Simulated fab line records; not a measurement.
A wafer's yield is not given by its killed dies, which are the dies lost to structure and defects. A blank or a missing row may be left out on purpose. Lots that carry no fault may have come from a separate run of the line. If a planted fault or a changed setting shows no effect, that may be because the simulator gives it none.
What tool caused it? -- flow gf180mcu -- Sampling: 13 lots, 39 wafers, 4 of 602 route steps

== WHAT THE GAUGES SHOWED, per wafer ==
GF_CONTACT_THK_MEAS_03.
lot,measured,on,CONTACT_CVD_02_THK (nm)
L914,day 15 02:48,film_metro-01,869 872 859
L915,day 15 11:07,film_metro-02,840 862 884
L916,day 15 22:16,film_metro-01,867 868 872
L917,day 16 03:02,film_metro-02,851 865 873
L919,day 16 23:59,film_metro-03,858 866 866
L922,day 18 05:26,film_metro-02,860 853 870
L925,day 19 05:34,film_metro-03,552 562 582
L926,day 19 13:50,film_metro-01,570 571 572
L933,day 21 22:09,film_metro-02,850 864 870
L934,day 22 08:53,film_metro-02,837 857 863
L935,day 22 14:32,film_metro-03,837 864 859
L937,day 23 03:05,film_metro-02,857 857 867
L936,day 23 07:43,film_metro-03,843 831 853

GF_CONTACT_OVL_MEAS_15.
lot,measured,on,CONTACT_OVL (nm)
L914,day 16 01:25,overlay-01,4 7 6
L915,day 16 08:19,overlay-01,5 2 9
L916,day 16 20:24,overlay-01,-5 -7 -2
L917,day 17 02:00,overlay-01,-2 -4 3
L919,day 18 00:13,overlay-01,6 12 14
L922,day 19 06:07,overlay-02,11 14 13
L925,day 20 06:33,overlay-01,2 1 2
L926,day 20 15:16,overlay-01,6 3 4
L933,day 22 22:19,overlay-01,12 8 12
L934,day 23 08:11,overlay-02,-5 2 -3
L935,day 23 14:09,overlay-01,5 7 10
L937,day 24 02:14,overlay-01,-4 4 1
L936,day 24 07:06,overlay-01,-2 4 5

== EACH LOT AND THE TOOL THAT RAN IT (in order: tool; ch and the chambers of the sampled wafers; start) ==
lot,GF_CONTACT_CVD_02,GF_CONTACT_CMP_04
L914,"pecvd-04 ch 0,1,2, day 15 02:43","cmp-02 ch 1,2,3, day 15 03:03"
L915,"pecvd-04 ch 0,2, day 15 11:03","cmp-01 ch 0,1, day 15 11:14"
L916,"pecvd-03 ch 1,2, day 15 22:10","cmp-01 ch 0,3, day 15 22:21"
L917,"pecvd-03 ch 0,1,2, day 16 02:57","cmp-01 ch 0,1,2, day 16 03:05"
L919,"pecvd-03 ch 0,1,2, day 16 23:54","cmp-01 ch 0,1,3, day 17 00:02"
L922,"pecvd-03 ch 0,1, day 18 05:20","cmp-01 ch 0,1,2, day 18 05:28"
L925,"pecvd-03 ch 1,2, day 19 05:29","cmp-02 ch 0,1,3, day 19 05:37"
L926,"pecvd-03 ch 0,1,2, day 19 13:47","cmp-02 ch 1,2,3, day 19 13:58"
L933,"pecvd-04 ch 1,2, day 21 22:04","cmp-02 ch 0,2,3, day 21 22:15"
L934,"pecvd-01 ch 0,2, day 22 08:48","cmp-01 ch 0,1,2, day 22 09:05"
L935,"pecvd-01 ch 0,1,2, day 22 14:28","cmp-01 ch 1,2, day 22 14:36"
L937,"pecvd-04 ch 1,2, day 23 03:01","cmp-01 ch 1,2, day 23 03:12"
L936,"pecvd-03 ch 0,1, day 23 07:39","cmp-01 ch 0,2,3, day 23 07:47"
- GF_CONTACT_CVD_02: deposits SiO2 from TEOS, target thk 860 nm, time 95.992 s.
- GF_CONTACT_CMP_04: polishes SiO2.

== WHAT THE TOOLS THEMSELVES READ (means of the sampled wafers that have a number; where no wafer has one, the mark that the record gives instead) ==
GF_CONTACT_CVD_02.
lot,tool,heater_power_w (W)
L914,pecvd-04,703
L915,pecvd-04,723
L916,pecvd-03,624
L917,pecvd-03,684
L919,pecvd-03,626
L922,pecvd-03,644
L925,pecvd-03,635
L926,pecvd-03,683
L933,pecvd-04,808
L934,pecvd-01,576
L935,pecvd-01,552
L937,pecvd-04,731
L936,pecvd-03,708

GF_CONTACT_CMP_04.
lot,tool,motor_current_A (A),time_to_endpoint_s (s)
L914,cmp-02,11.5,109
L915,cmp-01,10.3,116
L916,cmp-01,11.9,119
L917,cmp-01,11.8,117
L919,cmp-01,11.6,118
L922,cmp-01,11.6,109
L925,cmp-02,10.6,6
L926,cmp-02,11.4,4
L933,cmp-02,11.5,110
L934,cmp-01,11.4,111
L935,cmp-01,12.9,106
L937,cmp-01,12.5,113
L936,cmp-01,13.0,111

== THE ANSWER, worked out from the rows above alone ==
Rule: the usual values come from the lots themselves. Put in order of their means at a reading, lots are off if they are a third of the lots or fewer, leave a main group of 4 or more, and stand apart from it by a gap of 3 or more times the standard deviation of the main group's means; of several such gaps the widest counts. Not used: any main group whose means are identical at the precision the tables above print for the reading. A lot without any number at a reading at which 4 lots or more have one is off too. Where the step has rows for the other lots, those lots are counted as sound. After the gauges, taken in route order, come the tools' own readings; for these a lot's mean is taken, as printed above. The first step at which some lot is off is used, and at that step the reading that is off furthest; a lot without a number counts as furthest.
Off: L925, L926, seen at GF_CONTACT_THK_MEAS_03 (CONTACT_CVD_02_THK). For the main group the mean is 860 nm and the standard deviation 7.2.
A tool fits if, at a process step before that reading, it ran every lot that is off, and no sound lot after the first of them. The gauges at GF_CONTACT_THK_MEAS_03 aren't tried: what is off there is off at GF_CONTACT_CMP_04 too, on other tools, and a gauge's error can't cause that. No candidate that was tried fits.

== WHAT THE SIMULATOR HAD PUT IN ==
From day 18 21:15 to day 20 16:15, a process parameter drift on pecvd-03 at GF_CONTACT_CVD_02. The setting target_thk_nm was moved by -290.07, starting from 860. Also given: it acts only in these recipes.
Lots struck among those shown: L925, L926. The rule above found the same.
